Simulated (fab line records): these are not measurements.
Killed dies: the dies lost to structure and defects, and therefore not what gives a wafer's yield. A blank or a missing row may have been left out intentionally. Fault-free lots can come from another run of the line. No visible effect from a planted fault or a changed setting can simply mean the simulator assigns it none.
Which of the tools did it? | flow sky130 | Sampling: 11 lots, 31 wafers, 7 of 708 route steps

WHAT THE GAUGES READ, wafer by wafer
SKY_LI_CONTACT_RS_MEAS_22: uses a four-point probe to measure. Usual: for LI_CONTACT_W_RS the level is 0.2851 ohm/sq and the standard deviation is 0.0029.
lot  | measured     | on            | LI_CONTACT_W_RS (ohm/sq)                  | flag
L677 | day 29 02:50 | film metro-04 | 0.2831 0.2849 0.2779                      |
L679 | day 30 05:18 | film metro-01 | 0.2541 0.2847 0.2839 0.2536 0.2850 0.2837 | OFF
L680 | day 30 13:10 | film metro-01 | 0.2826 0.2852 0.2833                      |
L681 | day 30 15:24 | film metro-04 | 0.2523 0.2541 0.2528 0.2539               | OFF
L682 | day 30 21:31 | film metro-02 | 0.2818 0.2507 0.2822 0.2504               | OFF
L693 | day 34 13:57 | film metro-02 | 0.2868 0.2835 0.2828                      |
L696 | day 35 01:47 | film metro-01 | 0.2880 0.2896 0.2912                      |
L697 | day 35 07:54 | film metro-04 | 0.2802 0.2843 0.2873                      |
L698 | day 35 17:19 | film metro-04 | 0.2859 0.2878 0.2843                      |
L699 | day 35 18:19 | film metro-04 | 0.2894 0.2890 0.2879                      |
L700 | day 36 05:37 | film metro-01 | 0.2805 0.2814 0.2818                      |

SKY_LI_CONTACT_THK_MEAS_23: measures by xrf. Usual: for LI_CONTACT_W_THK the level is 404 nm and the standard deviation is 7.9.
lot  | measured     | on            | LI_CONTACT_W_THK (nm)   | flag
L677 | day 29 02:57 | film metro-04 | 398 398 407             |
L679 | day 30 08:31 | film metro-01 | 463 411 413 463 411 412 | OFF
L680 | day 30 13:17 | film metro-01 | 412 411 410             |
L681 | day 30 18:53 | film metro-04 | 451 447 449 449         | OFF
L682 | day 31 00:23 | film metro-02 | 408 458 406 458         | OFF
L693 | day 34 14:04 | film metro-02 | 407 409 411             |
L696 | day 35 01:55 | film metro-01 | 411 405 399             |
L697 | day 35 08:01 | film metro-04 | 402 400 392             |
L698 | day 35 17:26 | film metro-04 | 393 390 398             |
L699 | day 35 18:26 | film metro-04 | 390 391 394             |
L700 | day 36 05:44 | film metro-01 | 412 406 407             |

SKY_LOCAL_INTERCONNECT_CD_MEAS_11: target cd 170 nm. Usual: 170.2 nm for cd nm, sd 1.6.
lot  | measured     | on        | cd nm (nm)        | flag
L677 | day 30 07:22 | cd sem-01 | 171.9 172.7 172.8 |
L679 | day 31 09:52 | cd sem-02 | 168.3 169.3 170.8 |
L680 | day 31 17:34 | cd sem-02 | 169.3 170.0 171.1 |
L681 | day 31 20:12 | cd sem-02 | 168.7 168.5       |
L682 | day 32 01:09 | cd sem-01 | 167.3 167.9       |
L693 | day 35 16:08 | cd sem-02 | 171.7 170.0 171.3 |
L696 | day 36 03:50 | cd sem-01 | 170.5 169.2 169.3 |
L697 | day 36 10:13 | cd sem-02 | 169.2 170.5 170.8 |
L698 | day 36 19:05 | cd sem-02 | 168.8 169.2 168.5 |
L699 | day 36 20:03 | cd sem-02 | 166.6 167.2 167.1 |
L700 | day 37 07:59 | cd sem-02 | 174.1 172.0 173.0 |

EACH LOT AND THE TOOL THAT RAN IT (in order: tool; ch and the chambers of the sampled wafers; start)
lot  | SKY_LI_CONTACT_SPUTTER_19    | SKY_LI_CONTACT_CVD_21         | SKY_LI_CONTACT_CMP_24         | SKY_LOCAL_INTERCONNECT_SPUTTER_00
L677 | pvd sputter-02, day 29 02:34 | cvd w-02 ch 0,1, day 29 02:43 | cmp-01 ch 1,3, day 29 03:01   | pvd sputter-04, day 29 03:19
L679 | pvd sputter-04, day 30 05:01 | cvd w-02 ch 0,1, day 30 05:09 | cmp-01 ch 0,1,3, day 30 14:28 | pvd sputter-02, day 30 14:43
L680 | pvd sputter-03, day 30 12:54 | cvd w-01 ch 0,1, day 30 13:02 | cmp-02 ch 0,1, day 30 13:21   | pvd sputter-02, day 30 13:39
L681 | pvd sputter-03, day 30 15:07 | cvd w-02 ch 1, day 30 15:15   | cmp-01 ch 0,3, day 31 02:00   | pvd sputter-01, day 31 02:12
L682 | pvd sputter-03, day 30 21:12 | cvd w-02 ch 0,1, day 30 21:23 | cmp-01 ch 0,1, day 31 03:58   | pvd sputter-02, day 31 04:07
L693 | pvd sputter-03, day 34 13:39 | cvd w-02 ch 1, day 34 13:49   | cmp-02 ch 0,1,2, day 34 14:13 | pvd sputter-02, day 34 14:25
L696 | pvd sputter-03, day 35 01:31 | cvd w-02 ch 0,1, day 35 01:40 | cmp-02 ch 0,1,3, day 35 02:07 | pvd sputter-01, day 35 02:16
L697 | pvd sputter-04, day 35 07:38 | cvd w-01 ch 0,1, day 35 07:46 | cmp-02 ch 0,1,2, day 35 08:11 | pvd sputter-01, day 35 08:23
L698 | pvd sputter-03, day 35 16:56 | cvd w-02 ch 1, day 35 17:04   | cmp-01 ch 0,1,3, day 35 17:30 | pvd sputter-02, day 35 17:48
L699 | pvd sputter-04, day 35 17:55 | cvd w-02 ch 1, day 35 18:05   | cmp-01 ch 0,3, day 35 18:29   | pvd sputter-02, day 35 18:47
L700 | pvd sputter-04, day 36 05:21 | cvd w-01 ch 0,1, day 36 05:29 | cmp-01 ch 0,1,2, day 36 05:51 | pvd sputter-01, day 36 06:06
- SKY_LI_CONTACT_SPUTTER_19: material Ti, target thk 20 nm, time 106.37 s.
- SKY_LI_CONTACT_CVD_21: deposits W, target thk 400 nm, time 120.56 s.
- SKY_LI_CONTACT_CMP_24: polishes, stops on PSG, t overpolish 20 s, target thk 0 nm.
- SKY_LOCAL_INTERCONNECT_SPUTTER_00: material TiN, target thk 100 nm, time 83.3 s.

WHAT THE TOOLS THEMSELVES READ (means of the sampled wafers that have a number; where no wafer has one, the mark that the record gives instead)
SKY_LI_CONTACT_SPUTTER_19. Usual: 29.9 % for throttle valve pct, sd 1.3.
lot  | tool           | throttle valve pct (%) | flag
L677 | pvd sputter-02 | 29.2                   |
L679 | pvd sputter-04 | 29.6                   |
L680 | pvd sputter-03 | 30.9                   |
L681 | pvd sputter-03 | 30.6                   |
L682 | pvd sputter-03 | 31.9                   |
L693 | pvd sputter-03 | 29.7                   |
L696 | pvd sputter-03 | 30.9                   |
L697 | pvd sputter-04 | 29.5                   |
L698 | pvd sputter-03 | 30.5                   |
L699 | pvd sputter-04 | 28.7                   |
L700 | pvd sputter-04 | 28.5                   |

SKY_LI_CONTACT_CVD_21. Usual: chamber pressure Torr 40.01 Torr, standard deviation 0.081; heater power outer w 540 W, standard deviation 37; heater power w 865 W, standard deviation 35.
lot  | tool     | chamber pressure Torr (Torr) | heater power outer w (W) | heater power w (W) | flag
L677 | cvd w-02 | 39.94                        | 536                      | 872                |
L679 | cvd w-02 | 40.09                        | 539                      | 876                |
L680 | cvd w-01 | 40.09                        | 518                      | 847                |
L681 | cvd w-02 | 40.08                        | 568                      | 840                |
L682 | cvd w-02 | 39.97                        | 530                      | 886                |
L693 | cvd w-02 | 39.93                        | 575                      | 869                |
L696 | cvd w-02 | 40.07                        | 550                      | 886                |
L697 | cvd w-01 | 39.96                        | 515                      | 837                |
L698 | cvd w-02 | 40.03                        | 575                      | 873                |
L699 | cvd w-02 | 39.96                        | 568                      | 860                |
L700 | cvd w-01 | 40.02                        | 542                      | 877                |

SKY_LI_CONTACT_CMP_24. Usual: motor current A 11.2 A, standard deviation 1.6; platen rpm 60.00 rpm, standard deviation 0.041; slurry flow ml min 150.0, standard deviation 0.47; time to endpoint s 96 s, standard deviation 3.9.
lot  | tool   | motor current A (A) | platen rpm (rpm) | slurry flow ml min | time to endpoint s (s) | flag
L677 | cmp-01 | 12.9                | 60.00            | 149.9              | 98                     |
L679 | cmp-01 | 11.5                | 60.05            | 150.5              | 103                    |
L680 | cmp-02 | 11.0                | 60.04            | 150.1              | 96                     |
L681 | cmp-01 | 11.5                | 59.94            | 150.1              | 108                    | OFF
L682 | cmp-01 | 10.2                | 60.00            | 150.1              | 102                    |
L693 | cmp-02 | 12.0                | 59.96            | 150.1              | 92                     |
L696 | cmp-02 | 10.5                | 59.99            | 150.1              | 88                     |
L697 | cmp-02 | 11.7                | 59.98            | 150.1              | 92                     |
L698 | cmp-01 | 11.6                | 60.01            | 150.2              | 95                     |
L699 | cmp-01 | 10.5                | 60.01            | 149.6              | 92                     |
L700 | cmp-01 | 10.3                | 59.98            | 149.9              | 100                    |

SKY_LOCAL_INTERCONNECT_SPUTTER_00. Usual: 29.6 % for throttle valve pct, sd 1.1.
lot  | tool           | throttle valve pct (%) | flag
L677 | pvd sputter-04 | 29.7                   |
L679 | pvd sputter-02 | 29.5                   |
L680 | pvd sputter-02 | 29.5                   |
L681 | pvd sputter-01 | 30.4                   |
L682 | pvd sputter-02 | 30.2                   |
L693 | pvd sputter-02 | 30.0                   |
L696 | pvd sputter-01 | 30.0                   |
L697 | pvd sputter-01 | 30.1                   |
L698 | pvd sputter-02 | 29.3                   |
L699 | pvd sputter-02 | 29.1                   |
L700 | pvd sputter-01 | 30.1                   |

THE ANSWER, worked out from the rows above alone
Rule: lot off if the mean of its wafers having a number is beyond 3 standard deviations from the usual mean. A lot without any number at a reading at which 4 lots or more have one is off too. The other lots that the step has rows for count as sound. Order of review: gauges by route order, followed by the tools' own readings, for which a lot's mean as printed above is used. At the first step where some lot is off, the reading lying furthest off is the one used; lots without a number count as furthest.
Off: L679, L681, L682, at SKY_LI_CONTACT_RS_MEAS_22 (LI_CONTACT_W_RS).
If a tool, at a process step before that reading, ran all the lots that are off and no sound lot after the first of them, it fits. Those tools and the gauges at SKY_LI_CONTACT_RS_MEAS_22 are tried in the same way. No candidate that was tried fits.

WHAT HAD BEEN PUT IN BY THE SIMULATOR
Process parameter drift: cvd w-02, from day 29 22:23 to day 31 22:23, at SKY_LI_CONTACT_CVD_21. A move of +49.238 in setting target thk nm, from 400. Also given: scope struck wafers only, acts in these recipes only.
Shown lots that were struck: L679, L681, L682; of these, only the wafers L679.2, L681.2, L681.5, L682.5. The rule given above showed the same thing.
